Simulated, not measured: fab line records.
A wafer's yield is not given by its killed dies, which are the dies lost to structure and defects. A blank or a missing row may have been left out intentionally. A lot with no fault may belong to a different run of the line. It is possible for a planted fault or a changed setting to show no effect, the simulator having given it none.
Which of the tools did it?    flow sky130    42 wafers from 14 lots sampled at 2 of the route's 708 steps

== WHAT EACH GAUGE READ, for each wafer ==
The record lacks any reading of a measuring or inspecting step that a usual standard deviation could be used to judge.

== WHICH TOOL RAN EACH LOT (tool, then ch and the chambers of the sampled wafers, then the start) ==
lot   SKY_METAL5_STRIP_16                  SKY_PAD_OPEN_PROBE_99
L260  plasmaAsher-03 ch 0,1, day 43 20:07  -
L261  plasmaAsher-03 ch 0,1, day 44 01:56  -
L262  plasmaAsher-02 ch 0,1, day 44 07:02  -
L263  plasmaAsher-03 ch 0,1, day 44 12:32  -
L264  plasmaAsher-02 ch 0,1, day 45 13:19  -
L265  plasmaAsher-04 ch 0,1, day 45 18:37  -
L267  plasmaAsher-03 ch 0,1, day 46 07:53  -
L268  plasmaAsher-03 ch 0,1, day 46 11:23  -
L272  plasmaAsher-03 ch 0,1, day 47 06:28  -
L273  plasmaAsher-02 ch 0,1, day 47 09:41  -
L274  plasmaAsher-02 ch 0,1, day 47 16:41  prober-02, day 49 10:47
L278  plasmaAsher-02 ch 0,1, day 48 09:26  prober-02, day 50 00:29
L280  plasmaAsher-03 ch 0,1, day 49 03:47  -
L282  plasmaAsher-03 ch 0,1, day 49 06:56  -
- SKY_METAL5_STRIP_16: strips in O2/N2.
- SKY_PAD_OPEN_PROBE_99

== WHAT THE TOOLS THEMSELVES READ (means of the sampled wafers that have a number; where no wafer has one, the mark that the record gives instead) ==
SKY_METAL5_STRIP_16. Usual: drypumpMotorCurrentA 5.9 A, standard deviation 0.36; oesProductAu 0.710 a.u., standard deviation 0.0043; stripTimeToEndpointS 13.08 s, standard deviation 0.12.
lot   tool            drypumpMotorCurrentA (A)  oesProductAu (a.u.)  stripTimeToEndpointS (s)  flag
L260  plasmaAsher-03  5.8                       0.710                13.17                     
L261  plasmaAsher-03  5.7                       0.714                12.99                     
L262  plasmaAsher-02  6.0                       0.710                13.15                     
L263  plasmaAsher-03  5.7                       0.712                13.06                     
L264  plasmaAsher-02  6.3                       0.707                13.13                     
L265  plasmaAsher-04  5.7                       0.711                13.04                     
L267  plasmaAsher-03  5.8                       0.712                13.13                     
L268  plasmaAsher-03  5.8                       0.708                13.03                     
L272  plasmaAsher-03  5.7                       0.709                13.12                     
L273  plasmaAsher-02  6.3                       0.711                12.82                     
L274  plasmaAsher-02  6.3                       0.708                13.08                     
L278  plasmaAsher-02  6.3                       0.710                13.05                     
L280  plasmaAsher-03  5.7                       0.709                12.91                     
L282  plasmaAsher-03  5.8                       0.711                12.96                     

SKY_PAD_OPEN_PROBE_99. Usual: defectLimitedYield 82.7 %, standard deviation 1.9; killed_at_M0_to_M3 43, standard deviation 6.8; killed_at_M4_up 3.0, standard deviation 1.8; killedAtContacts 23, standard deviation 5.4; killedAtFrontEnd 15, standard deviation 4.4; killedAtOther 0.3, standard deviation 0.51; killedDies 85, standard deviation 9.2; killedOpen 47, standard deviation 6.8; killedShort 39, standard deviation 6.8; sort_bin_3_pad_short 0.8 %, standard deviation 0.43; sort_bin_5_function 10.3 %, standard deviation 1.5; sort_bin_6_memory 6.2 %, standard deviation 0.96; sortNPass 407, standard deviation 9.2; sortYieldPct 82.7 %, standard deviation 1.9.
lot   tool       defectLimitedYield (%)  killed_at_M0_to_M3  killed_at_M4_up  killedAtContacts  killedAtFrontEnd  killedAtOther  killedDies  killedOpen  killedShort  sort_bin_3_pad_short (%)  sort_bin_5_function (%)  sort_bin_6_memory (%)  sortNPass  sortYieldPct (%)  flag
L274  prober-02  72.7                    36                  59.7             22                17                0.7            134         44          34           4.2                       17.0                     6.1                    358        72.7              OFF
L278  prober-02  69.6                    46                  59.7             24                20                0.0            149         47          45           4.0                       18.5                     7.9                    343        69.6              OFF

== THE ANSWER, worked out from the rows above alone ==
Rule: a lot is off if the mean of its wafers that have a number lies more than 3 standard deviations from the usual mean. A lot without any number at a reading at which 4 lots or more have one is off too. Where the step has rows for the other lots, those lots are counted as sound. First the gauges in route order, then the tools' own readings, where a lot's mean is used as printed above. The first step at which some lot is off is used, and at that step the reading that is off furthest; a lot without a number counts as furthest.
Off at SKY_PAD_OPEN_PROBE_99 (killed_at_M4_up): L274, L278. Neither off nor sound, because the step has no rows for them: L260, L261, L262, L263, L264, L265, L267, L268, L272, L273, L280, L282.
If a tool, at that step or one of the process steps before it, ran each lot that is off and ran no sound lot following the first of them, it fits. Can't be told from this: 2 tools fit, plasmaAsher-02 at SKY_METAL5_STRIP_16, prober-02 at SKY_PAD_OPEN_PROBE_99.

== WHAT THE SIMULATOR HAD PUT IN ==
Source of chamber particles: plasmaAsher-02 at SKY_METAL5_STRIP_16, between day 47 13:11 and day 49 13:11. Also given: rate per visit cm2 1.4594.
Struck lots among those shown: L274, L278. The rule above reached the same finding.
